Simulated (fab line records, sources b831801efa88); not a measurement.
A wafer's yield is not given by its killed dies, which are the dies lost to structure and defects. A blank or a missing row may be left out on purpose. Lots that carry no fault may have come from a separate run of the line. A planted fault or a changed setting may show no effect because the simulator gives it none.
What tool caused it? + flow sky130 + 18 wafers sampled from 6 lots at 1 step of a route of 708

## WHAT THE GAUGES SHOWED, per wafer
SKY_SONOS_TUNNEL_CD_MEAS_07: the cd target is 410 nm.
| lot  | measured     | on       | cdNm (nm)         |
|------|--------------|----------|-------------------|
| L508 | day 11 15:38 | cdSem-02 | 409.8 408.8 410.6 |
| L510 | day 12 03:26 | cdSem-01 | 409.6 407.9 407.3 |
| L514 | day 13 13:34 | cdSem-01 | 406.5 407.8 407.8 |
| L516 | day 14 05:06 | cdSem-01 | 412.6 410.9 410.5 |
| L520 | day 15 12:07 | cdSem-01 | 406.6 405.9 405.4 |
| L527 | day 17 17:16 | cdSem-02 | 411.4 410.7 412.8 |

## EACH LOT AND THE TOOL THAT RAN IT (in order: tool; ch and the chambers of the sampled wafers; start)
The record shows no process step preceding these readings.

## THE ANSWER, worked out from the rows above alone
Rule: what is usual is taken from the lots themselves. Put in order of their means at a reading, lots are off if they are a third of the lots or fewer, leave a main group of 4 or more, and stand apart from it by a gap of 3 or more times the standard deviation of the main group's means; of several such gaps the widest counts. Not used: any main group whose means are identical at the precision the tables above print for the reading. Also off: a lot with no number at a reading for which 4 or more lots have one. All remaining lots with rows at the step are treated as sound.
No lot is off on any of the readings shown, so nothing can be concluded from this.

## WHAT THE SIMULATOR PUT IN
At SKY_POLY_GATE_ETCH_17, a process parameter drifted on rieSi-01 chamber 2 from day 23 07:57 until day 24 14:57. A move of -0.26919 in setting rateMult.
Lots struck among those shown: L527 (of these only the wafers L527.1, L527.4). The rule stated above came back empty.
